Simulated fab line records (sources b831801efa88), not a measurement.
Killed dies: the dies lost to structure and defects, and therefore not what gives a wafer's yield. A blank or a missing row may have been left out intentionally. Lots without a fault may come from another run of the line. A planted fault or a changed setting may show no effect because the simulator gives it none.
fab line records	flow sky130
record: lots: 6	wafers: 18	last_day: 50
route steps=708 shown POLY_GATE@233 LDD_N@237 LDD_P@255 PAD_OPEN@708
lots that met no fault: from a run of the same line without faults
start_h: start of the lot's first displayed wafer, in hours after the record's first day	wait_h: hours elapsed since this lot's preceding step	" repeats the value in the row above	L1.1+2: one row covering several wafers at once	- no value present, or no start provided	* or withheld: withheld	< > ~ a bound
route shown NAME@n: names a module that has steps shown in the file, with the first one's number in the route	usual: mean and standard deviation over wafers with no fault	same: alike in all rows	chamber/n: place in a boat	sites: each site's reading	_std_site: how widely they spread, as a standard deviation	_edge_site: the outer-site mean with the inner-site mean subtracted	radius_mm: for every site, how far away it sits from the centre of the wafer	mask NAME#n: copy n	behind: the most recent tool/chamber to have shaped the wafer	hold: the reason the lot was held/the length of the hold in hours/how it ended	device: which transistor (n, p or np) failed to switch	end of line: the tests these same wafers got at the end of their route	where a step has no rows: the recipe by itself	killed: dies lost to structure and defects at the first sort, not the wafer's yield	map: a wafer's dies, x killed, . not, _ none there
set.NAME: the setting as run; set.NAME@STEP: as run at that earlier step	model.NAME: the simulator's own value behind a step, which no gauge read
lots at some steps of the route; a table a step, a row a wafer
services: when a tool's chamber went out of use (start_h, in hours from the record's first day, below 0 if earlier), for how many hours, and the reason
== steps ==
step: SKY_POLY_GATE_CLEAN_19
recipe: chemistry: SC1/SC2	mix: 1:4:20	temp_c: 70	time_s: 150	dry: n2_spin
step: SKY_POLY_GATE_OXIDATION_20
recipe: temp_c: 850	ambient: O2	stabilise_s: 600	purge_s: 300	target_thk_a: 40	ox_time_s: 899
step: SKY_POLY_GATE_THK_MEAS_21
recipe: reads: SiO2_of_POLY_GATE_OXIDATION_20
usual: POLY_GATE_OXIDATION_THK: 4.02/0.073
lot.wafer	tool	chamber	start_h	wait_h	POLY_GATE_OXIDATION_THK[nm]
L681.1	film_metro-03	-	413.70	0.0	3.93
L681.4	"	-	"	"	3.92
L681.5	"	-	"	"	4.01
L682.2	film_metro-02	-	424.52	0.0	3.98
L682.3	"	-	"	"	4.02
L682.4	"	-	"	"	4.07
L684.1	film_metro-04	-	447.61	0.0	4.05
L684.3	"	-	"	"	4.08
L684.4	"	-	"	"	4.12
L685.1	film_metro-02	-	460.89	0.0	3.92
L685.3	"	-	"	"	3.92
L685.4	"	-	"	"	4.07
L689.2	film_metro-02	-	539.42	0.0	3.89
L689.4	"	-	"	"	3.89
L689.6	"	-	"	"	3.90
L697.2	film_metro-04	-	566.47	0.0	4.06
L697.3	"	-	"	"	3.98
L697.5	"	-	"	"	4.03
step: SKY_POLY_GATE_CD_MEAS_22
usual: cd_nm: 150.4/2
lot.wafer	tool	chamber	start_h	wait_h	cd_nm
L681.1	cd_sem-01	-	413.93	0.2	148.9
L681.4	"	-	"	"	149.3
L681.5	"	-	"	"	150.5
L682.2	cd_sem-01	-	424.60	0.1	149.7
L682.3	"	-	"	"	150.4
L682.4	"	-	"	"	151.0
L684.1	cd_sem-01	-	447.67	0.1	151.7
L684.3	"	-	"	"	151.0
L684.4	"	-	"	"	151.3
L685.1	cd_sem-01	-	460.95	0.1	146.5
L685.3	"	-	"	"	150.3
L685.4	"	-	"	"	150.1
L689.2	cd_sem-02	-	539.62	0.2	151.2
L689.4	"	-	"	"	151.2
L689.6	"	-	"	"	152.9
L697.2	cd_sem-01	-	566.55	0.1	152.0
L697.3	"	-	"	"	150.2
L697.5	"	-	"	"	150.0
step: SKY_LDD_N_DEHYDRATE_00
recipe: temp_c: 200	time_s: 60
step: SKY_LDD_N_HMDS_01
recipe: prime_time_s: 60	prime_temp_c: 120
step: SKY_LDD_N_COAT_02
recipe: resist: NOVOLAK	spin_rpm: 3000	resist_thk_nm: 300
step: SKY_LDD_N_SOFTBAKE_03
recipe: temp_c: 90	time_s: 60	resist: NOVOLAK
step: SKY_LDD_N_EXPOSE_04
recipe: mask_id: NTM	target_cd_nm: 840	na: 0.6	source_shape: conventional	sigma_outer: 0.6	dose_mj: 110
step: SKY_LDD_N_PEB_05
recipe: temp_c: withheld	time_s: *	resist: NOVOLAK
step: SKY_LDD_N_DEVELOP_06
recipe: develop_time_s: 60	dev_temp_c: 23
step: SKY_LDD_N_OVL_MEAS_07
usual: LDD_N_OVL: 0.5/1.2
lot.wafer	tool	chamber	start_h	wait_h	LDD_N_OVL[nm]
L681.1	overlay-02	-	444.90	0.1	2.3
L681.4	"	-	"	"	1.2
L681.5	"	-	"	"	1.3
L682.2	overlay-02	-	455.26	0.1	-0.3
L682.3	"	-	"	"	-1.3
L682.4	"	-	"	"	1.6
L684.1	overlay-01	-	478.85	0.1	-0.8
L684.3	"	-	"	"	1.2
L684.4	"	-	"	"	-1.6
L685.1	overlay-01	-	492.37	0.1	0.7
L685.3	"	-	"	"	-1.8
L685.4	"	-	"	"	-0.7
L689.2	overlay-01	-	569.78	0.1	-0.6
L689.4	"	-	"	"	1.2
L689.6	"	-	"	"	0.9
L697.2	overlay-01	-	596.23	0.1	0.5
L697.3	"	-	"	"	-0.5
L697.5	"	-	"	"	1.2
step: SKY_LDD_N_IMPLANT_08
recipe: species: As	energy_kev: 20	dose_cm2: 7.5e+13	tilt_deg: withheld	rotation_deg: 23
lot.wafer	tool	chamber	start_h	wait_h
L681.1+4+5	implanter-04	0	444.94	0.0
L682.2+3+4	implanter-01	0	455.32	0.0
L684.1+3+4	implanter-01	0	478.89	0.0
L684.1+3+4	implanter-01	0	479.21	0.3
L685.1+3+4	implanter-03	0	492.41	0.0
L685.1+3+4	implanter-03	0	492.72	0.3
L689.2+4+6	implanter-03	0	569.83	0.0
L697.2+3+5	implanter-01	0	596.28	0.0
step: SKY_LDD_N_IMPLANT_09
recipe: species: As	energy_kev: 20	dose_cm2: 7.5e+13	tilt_deg: withheld	rotation_deg: 113
step: SKY_LDD_N_IMPLANT_10
recipe: species: As	energy_kev: 20	dose_cm2: 7.5e+13	tilt_deg: withheld	rotation_deg: 203
step: SKY_LDD_N_IMPLANT_11
recipe: species: As	energy_kev: 20	dose_cm2: 7.5e+13	tilt_deg: withheld	rotation_deg: 293
step: SKY_LDD_N_IMPLANT_12
recipe: species: BF2	energy_kev: 50	dose_cm2: 5e+12	tilt_deg: 30	rotation_deg: 0
step: SKY_LDD_N_IMPLANT_13
recipe: species: BF2	energy_kev: 50	dose_cm2: 5e+12	tilt_deg: 30	rotation_deg: 90
step: SKY_LDD_N_IMPLANT_14
recipe: species: BF2	energy_kev: 50	dose_cm2: 5e+12	tilt_deg: 30	rotation_deg: 180
step: SKY_LDD_N_IMPLANT_15
recipe: species: BF2	energy_kev: 50	dose_cm2: 5e+12	tilt_deg: 30	rotation_deg: 270
step: SKY_LDD_N_STRIP_16
recipe: chemistry: O2/N2	power_w: 1400	pressure_mtorr: 1500	platen_temp_c: withheld	o2_flow_sccm: 3000	n2_flow_sccm: 300	overash_fraction: 0.5
usual: drypump_motor_current_A: 5.8/0.51	oes_product_au: 0.407/0.0054	strip_time_to_endpoint_s: 4.316/0.015
lot.wafer	tool	chamber	start_h	wait_h	drypump_motor_current_A	oes_product_au	rf_hours_counter_h	strip_time_to_endpoint_s
L681.1	plasma_asher-03	0	446.14	0.1	5.7	0.401	30	4.312
L681.4	"	1	"	"	5.3	0.409	-	4.303
L681.5	"	1	"	"	5.3	0.399	-	4.311
L682.2	plasma_asher-04	0	456.49	0.1	6.3	0.410	3	4.344
L682.3	"	0	"	"	6.3	0.411	-	4.342
L682.4	"	1	"	"	5.1	0.406	-	4.346
L684.1	plasma_asher-02	1	480.41	0.1	6.3	0.404	67	4.513
L684.3	"	1	"	"	6.3	0.410	-	4.511
L684.4	"	0	"	"	6.4	0.405	-	4.496
L685.1	plasma_asher-04	1	493.92	0.1	5.1	0.412	6	4.512
L685.3	"	0	"	"	6.3	0.404	-	4.504
L685.4	"	1	"	"	5.1	0.401	-	4.526
L689.2	plasma_asher-04	0	571.01	0.1	6.3	0.405	14	4.333
L689.4	"	0	"	"	6.3	0.418	-	4.353
L689.6	"	0	"	"	6.3	0.416	-	4.308
L697.2	plasma_asher-03	0	597.46	0.1	5.7	0.404	44	4.322
L697.3	"	1	"	"	5.3	0.404	-	4.327
L697.5	"	0	"	"	5.7	0.404	-	4.326
step: SKY_LDD_N_TW_MEAS_17
usual: LDD_N_TW: 2570/18
lot.wafer	tool	chamber	start_h	wait_h	LDD_N_TW
L681.1	film_metro-01	-	446.24	0.1	2568
L681.4	"	-	"	"	2555
L681.5	"	-	"	"	2557
L682.2	film_metro-01	-	456.60	0.1	2547
L682.3	"	-	"	"	2540
L682.4	"	-	"	"	2546
L684.1	film_metro-01	-	480.51	0.1	2681
L684.3	"	-	"	"	2657
L684.4	"	-	"	"	2675
L685.1	film_metro-04	-	494.02	0.1	2704
L685.3	"	-	"	"	2710
L685.4	"	-	"	"	2710
L689.2	film_metro-01	-	571.12	0.1	2558
L689.4	"	-	"	"	2548
L689.6	"	-	"	"	2553
L697.2	film_metro-03	-	597.57	0.1	2563
L697.3	"	-	"	"	2579
L697.5	"	-	"	"	2578
step: SKY_LDD_P_DEHYDRATE_00
recipe: temp_c: 200	time_s: 60
step: SKY_PAD_OPEN_PROBE_99
usual: killed_at_M0_to_M3: 43/6.6	killed_at_M4_up: 3.2/1.8	killed_at_contacts: 24/5	killed_at_front_end: 15/4.5	killed_at_other: 0.2/0.46	killed_dies: 86/8.8	killed_on_rim: 16/3.4	killed_open: 48/6.6	killed_short: 38/6.1
same: gross_dies: 492	killed_at_back_side: 0
lot.wafer	tool	chamber	start_h	wait_h	killed_at_M0_to_M3	killed_at_M4_up	killed_at_contacts	killed_at_front_end	killed_at_other	killed_dies	killed_on_rim	killed_open	killed_short	model.etest.tip_n.rs_ohm_sq	model.etest.nfet_01v8_lvt.vt_sat_v	model.etest.nfet_01v8.vt_sat_v
L681.1	prober-02	-	1107.70	0.1	56	2	21	9	0	88	17	49	39	439.3	0.5459	0.6599
L681.4	prober-02	-	1107.85	0.2	38	2	22	16	0	78	15	49	29	438.8	0.5446	0.6544
L681.5	prober-02	-	1107.90	0.2	42	6	13	22	0	83	19	44	39	445.4	0.547	0.6586
L682.2	prober-01	-	1110.94	0.1	51	6	29	17	0	103	21	55	48	443.1	0.5303	0.6474
L682.3	prober-01	-	1110.99	0.2	41	1	21	18	1	82	14	47	35	442.8	0.5328	0.6478
L682.4	prober-01	-	1111.04	0.2	44	1	33	16	0	94	14	48	46	440.6	0.5399	0.6548
L684.1	prober-01	-	1128.83	0.1	46	2	21	20	1	90	21	43	47	386.9	0.5076	0.6237
L684.3	prober-01	-	1128.93	0.2	34	4	23	18	1	80	14	43	37	390	0.5052	0.6186
L684.4	prober-01	-	1128.98	0.2	39	3	15	16	0	73	14	42	31	389	0.5089	0.6244
L685.1	prober-01	-	1136.84	0.1	37	2	19	8	1	67	16	38	29	382.2	0.5071	0.6185
L685.3	prober-01	-	1136.94	0.2	33	1	34	12	0	80	12	44	36	380.7	0.5052	0.6117
L685.4	prober-01	-	1136.99	0.2	40	1	24	12	0	77	14	45	32	383.3	0.5088	0.6189
L689.2	prober-02	-	1182.66	0.1	38	3	28	15	0	84	18	49	35	446.1	0.5374	0.6477
L689.4	prober-02	-	1182.76	0.2	33	4	27	17	2	83	18	51	32	445.9	0.5303	0.641
L689.6	prober-02	-	1182.86	0.2	34	0	25	21	1	81	13	37	44	448.6	0.55	0.6572
L697.2	prober-01	-	1194.74	0.1	48	3	20	19	0	90	18	44	46	446.9	0.543	0.6519
L697.3	prober-01	-	1194.79	0.2	43	4	21	24	0	92	14	52	40	446	0.5367	0.6433
L697.5	prober-01	-	1194.89	0.2	43	3	17	14	0	77	12	47	30	443.2	0.5265	0.6365
killed by level:class
L681.1 VIA1:geometric_particle:open=18 VIA3:geometric_particle:open=8 VIA1:geometric_particle:short=8 CONTACT:geometric_particle:open=7 POLY_GATE:geometric_particle:short=5 CONTACT:geometric_particle:short=5 LI_CONTACT:geometric_particle:open=4 METAL2:geometric_particle:short=4
L681.4 VIA1:geometric_particle:open=11 CONTACT:geometric_particle:open=9 FIELD_ISO:geometric_particle:open=5 POLY_GATE:geometric_particle:open=5 METAL1:geometric_particle:short=5 VIA2:geometric_particle:open=5 LI_CONTACT:geometric_particle:short=4 VIA3:geometric_particle:open=4
L681.5 VIA1:geometric_particle:open=7 FIELD_ISO:geometric_particle:open=6 CONTACT:geometric_particle:open=6 METAL1:geometric_particle:short=6 VIA1:geometric_particle:short=6 FIELD_ISO:geometric_particle:short=5 VIA2:geometric_particle:short=5 VIA2:geometric_particle:open=5
L682.2 CONTACT:geometric_particle:open=13 VIA2:geometric_particle:open=11 VIA1:geometric_particle:open=10 FIELD_ISO:geometric_particle:short=9 METAL1:geometric_particle:short=7 LI_CONTACT:geometric_particle:open=6 CONTACT:geometric_particle:short=6 VIA3:geometric_particle:open=6
L682.3 VIA1:geometric_particle:open=13 CONTACT:geometric_particle:open=8 FIELD_ISO:geometric_particle:short=7 VIA1:geometric_particle:short=7 LI_CONTACT:geometric_particle:open=5 VIA2:geometric_particle:open=5 METAL1:geometric_particle:short=5 SPACER:geometric_particle:open=4
L682.4 CONTACT:geometric_particle:open=11 VIA2:geometric_particle:open=10 CONTACT:geometric_particle:short=9 FIELD_ISO:geometric_particle:open=7 LI_CONTACT:geometric_particle:open=7 METAL2:geometric_particle:short=6 VIA2:geometric_particle:short=5 LOCAL_INTERCONNECT:geometric_particle:short=5
L684.1 METAL2:geometric_particle:short=9 VIA1:geometric_particle:open=7 LI_CONTACT:geometric_particle:open=6 CONTACT:geometric_particle:open=6 VIA2:geometric_particle:open=6 FIELD_ISO:geometric_particle:open=5 POLY_GATE:geometric_particle:short=5 CONTACT:geometric_particle:short=5
L684.3 VIA1:geometric_particle:open=12 CONTACT:geometric_particle:open=11 FIELD_ISO:geometric_particle:short=8 CONTACT:geometric_particle:short=6 VIA2:geometric_particle:open=6 FIELD_ISO:geometric_particle:open=4 METAL1:geometric_particle:short=4 METAL4:geometric_particle:short=4
L684.4 VIA1:geometric_particle:open=10 FIELD_ISO:geometric_particle:open=6 VIA3:geometric_particle:open=4 POLY_GATE:geometric_particle:short=4 LI_CONTACT:geometric_particle:open=4 CONTACT:geometric_particle:open=4 METAL1:geometric_particle:short=4 METAL3:geometric_particle:short=4
L685.1 CONTACT:geometric_particle:open=10 VIA2:geometric_particle:open=9 VIA3:geometric_particle:open=7 VIA1:geometric_particle:open=5 CONTACT:geometric_particle:short=4 METAL1:geometric_particle:short=4 FIELD_ISO:geometric_particle:short=3 METAL2:geometric_particle:short=3
L685.3 CONTACT:geometric_particle:open=17 VIA1:geometric_particle:open=8 POLY_GATE:geometric_particle:short=5 LI_CONTACT:geometric_particle:short=5 METAL1:geometric_particle:short=5 POLY_GATE:geometric_particle:open=4 LI_CONTACT:geometric_particle:open=4 LOCAL_INTERCONNECT:geometric_particle:short=4
L685.4 CONTACT:geometric_particle:open=9 VIA1:geometric_particle:open=9 VIA3:geometric_particle:open=8 METAL1:geometric_particle:short=6 LI_CONTACT:geometric_particle:open=5 METAL2:geometric_particle:short=5 LOCAL_INTERCONNECT:geometric_particle:short=4 VIA2:geometric_particle:open=4
L689.2 CONTACT:geometric_particle:open=10 VIA1:geometric_particle:open=10 METAL1:geometric_particle:short=8 LI_CONTACT:geometric_particle:open=7 VIA2:geometric_particle:open=7 LOCAL_INTERCONNECT:geometric_particle:short=6 METAL2:geometric_particle:short=5 FIELD_ISO:geometric_particle:open=3
L689.4 LI_CONTACT:geometric_particle:open=9 CONTACT:geometric_particle:open=9 VIA1:geometric_particle:open=8 VIA2:geometric_particle:open=8 FIELD_ISO:geometric_particle:open=5 METAL2:geometric_particle:short=4 METAL1:geometric_particle:short=4 CONTACT:geometric_particle:short=4
L689.6 METAL2:geometric_particle:short=8 LI_CONTACT:geometric_particle:short=7 CONTACT:geometric_particle:open=7 VIA1:geometric_particle:open=7 VIA2:geometric_particle:open=7 FIELD_ISO:geometric_particle:open=5 POLY_GATE:geometric_particle:open=5 CONTACT:geometric_particle:short=5
L697.2 VIA1:geometric_particle:open=9 CONTACT:geometric_particle:open=8 VIA2:geometric_particle:open=7 METAL1:geometric_particle:short=6 VIA3:geometric_particle:open=6 FIELD_ISO:geometric_particle:short=5 CONTACT:geometric_particle:short=5 VIA1:geometric_particle:short=5
L697.3 CONTACT:geometric_particle:open=12 VIA1:geometric_particle:short=9 VIA1:geometric_particle:open=9 FIELD_ISO:geometric_particle:open=7 VIA2:geometric_particle:open=7 FIELD_ISO:geometric_particle:short=6 VIA3:geometric_particle:open=5 METAL1:geometric_particle:short=5
L697.5 VIA1:geometric_particle:open=15 CONTACT:geometric_particle:open=7 METAL1:geometric_particle:short=5 VIA2:geometric_particle:open=5 METAL2:geometric_particle:short=4 VIA3:geometric_particle:open=4 VIA3:geometric_particle:short=4 POLY_GATE:geometric_particle:short=3
== services ==
tool	chamber	start_h	hours	kind
plasma_asher-04	-	421.25	9.0	pm
plasma_asher-04	0	421.25	9.0	vent_cycle
plasma_asher-04	1	421.25	9.0	vent_cycle
plasma_asher-04	0	430.25	-	clean
plasma_asher-04	1	430.25	-	clean
implanter-04	-	436.73	3.9	repair
plasma_asher-02	-	442.98	0.7	repair
implanter-03	-	451.11	7.9	repair
plasma_asher-03	-	453.29	5.7	repair
implanter-03	-	455.55	0.9	repair
plasma_asher-04	-	473.47	1.1	repair
plasma_asher-02	-	504.87	1.4	repair
plasma_asher-03	-	508.74	1.7	repair
implanter-01	-	519.13	2.4	pm
implanter-04	-	536.89	1.5	repair
implanter-01	-	545.21	2.6	repair
implanter-01	-	547.42	1.2	repair
implanter-04	-	551.37	4.9	pm
plasma_asher-02	-	554.88	2.8	pm
implanter-01	-	580.25	1.2	repair
implanter-04	-	584.46	6.3	repair
plasma_asher-03	-	593.80	0.9	repair
== key ==
first_sign: step: SKY_LDD_N_IMPLANT_08	reading: visit	direction: added
effect: step: SKY_LDD_N_STRIP_16	reading: strip_time_to_endpoint_s	direction: up	sigmas: 13	usual: *	struck: *
effect: step: SKY_LDD_N_TW_MEAS_17	reading: LDD_N_TW	direction: up	sigmas: 6.6	usual: 2570	struck: 2690
model_effect: step: SKY_PAD_OPEN_PROBE_99	value: etest.tip_n.rs_ohm_sq	without: 442.2	struck: 385.3
met_at SKY_LDD_N_IMPLANT_08
struck_wafers L684.1,L684.3,L684.4,L685.1,L685.3,L685.4
tester_left_out L684,L685
fault: kind: repeated_step_whole	tool: implanter-01,implanter-03,implanter-04	chamber: -	onset_h: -	steps: SKY_LDD_N_IMPLANT_08	times: 1	scope: struck_lots_only
tester_left_out: of these lots the tester's yield and bins aren't shown, on N5 and GAA mostly nor the transistor test; their killed dies are dies lost to structure and defects alone, not to doping, threshold or leakage, so they don't give the yield
